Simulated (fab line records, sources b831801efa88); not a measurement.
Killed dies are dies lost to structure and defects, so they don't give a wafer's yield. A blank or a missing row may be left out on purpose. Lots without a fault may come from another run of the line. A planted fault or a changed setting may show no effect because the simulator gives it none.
A struck lot beside a sound one | flow gf180mcu | 15 steps out of a route of 602
Sound: wafers L458.2, L458.5, L458.6. Struck: wafers L465.1, L465.2, L465.3. The cause comes at the end.
At each step with rows: each side's tool, then ch and its chambers, then its first start. Under that, the readings that differ: sound wafers | struck wafers | difference of the means | sigmas: that difference in standard deviations of wafers without a fault.
alike: readings whose means differ by less than 2 such deviations, and words and numbers that are the same on both sides. not compared: withheld readings, readings that some wafer has no value for, bounds like >300 that may hide the same value, and numbers for which the record gives no deviation and whose values overlap.
The two part at a step that has a row with sigmas, a row that says differs or no value, or rows on one side only. Numbers that don't overlap but have no deviation are shown without sigmas and don't part them. A reading that every wafer of one side lacks parts them only if that side has two wafers or more.

first, 6 steps without rows for these wafers: GF_HV_LDD_HMDS_40 (prime time 60 s); GF_HV_LDD_COAT_41 (resist thk 1000 nm); GF_HV_LDD_SOFTBAKE_42 (time 60 s); GF_HV_LDD_EXPOSE_43 (exposes mask Pplus HV AREA, target cd 400 nm); GF_HV_LDD_PEB_44; GF_HV_LDD_DEVELOP_45 (develop time 60 s).
GF_HV_LDD_CD_MEAS_46: target cd 400 nm.
  sound on cd_sem-01, day 15 06:56; struck on cd_sem-02, day 17 22:22
  alike: cd_nm
GF_HV_LDD_OVL_MEAS_47:
  sound on overlay-01, day 15 07:02; struck on overlay-01, day 17 22:29
  alike: HV_LDD_03_OVL
then, 1 step without rows for these wafers: GF_HV_LDD_IMPLANT_48.
GF_HV_LDD_STRIP_49: strips in O2/N2.
  sound on plasma_asher-01 ch 0,1, day 15 07:13; struck on plasma_asher-04 ch 0,1, day 17 22:41
  alike: drypump_motor_current_A, heater_power_w, oes_product_au, strip_time_to_endpoint_s
  not compared: rf_hours_counter_h
GF_HV_LDD_TW_MEAS_50:
  sound on film_metro-01, day 15 07:19; struck on film_metro-01, day 17 22:47
  alike: HV_LDD_4_TW
then, 1 step without rows for these wafers: GF_HV_LDD_CLEAN_51 (cleans in SC1/SC2, time 150 s).
GF_HV_LDD_RTA_52: time 10 s.
  sound on rtp_anneal-01 ch 0, day 15 07:26; struck on rtp_anneal-02, day 17 22:53
  no value came back on the struck wafers for anneal_temp_c_max, chamber_o2_ppm, lamp_power_pct (%), wafer_temp_C_max; on the sound wafers anneal_temp_c_max reads 1003.4 1003.1 1003.7
GF_HV_LDD_RS_MEAS_53: measures by four-point-probe.
  sound on film_metro-04, day 15 07:31; struck on film_metro-04, day 17 22:58
  reading            | sound             | struck | difference                    | sigmas
  HV_LDD_RS (ohm/sq) | 422.1 422.0 421.3 | - - -  | no value on the struck wafers |
then, 1 step without rows for these wafers: GF_HV_LDD_CVD_54 (deposits SiO2 from TEOS, target thk 10 nm, time 75 s).

WHERE THEY PART
First at GF_HV_LDD_RTA_52; last, within this record, at GF_HV_LDD_RS_MEAS_53.

WHY: what the simulator had put in
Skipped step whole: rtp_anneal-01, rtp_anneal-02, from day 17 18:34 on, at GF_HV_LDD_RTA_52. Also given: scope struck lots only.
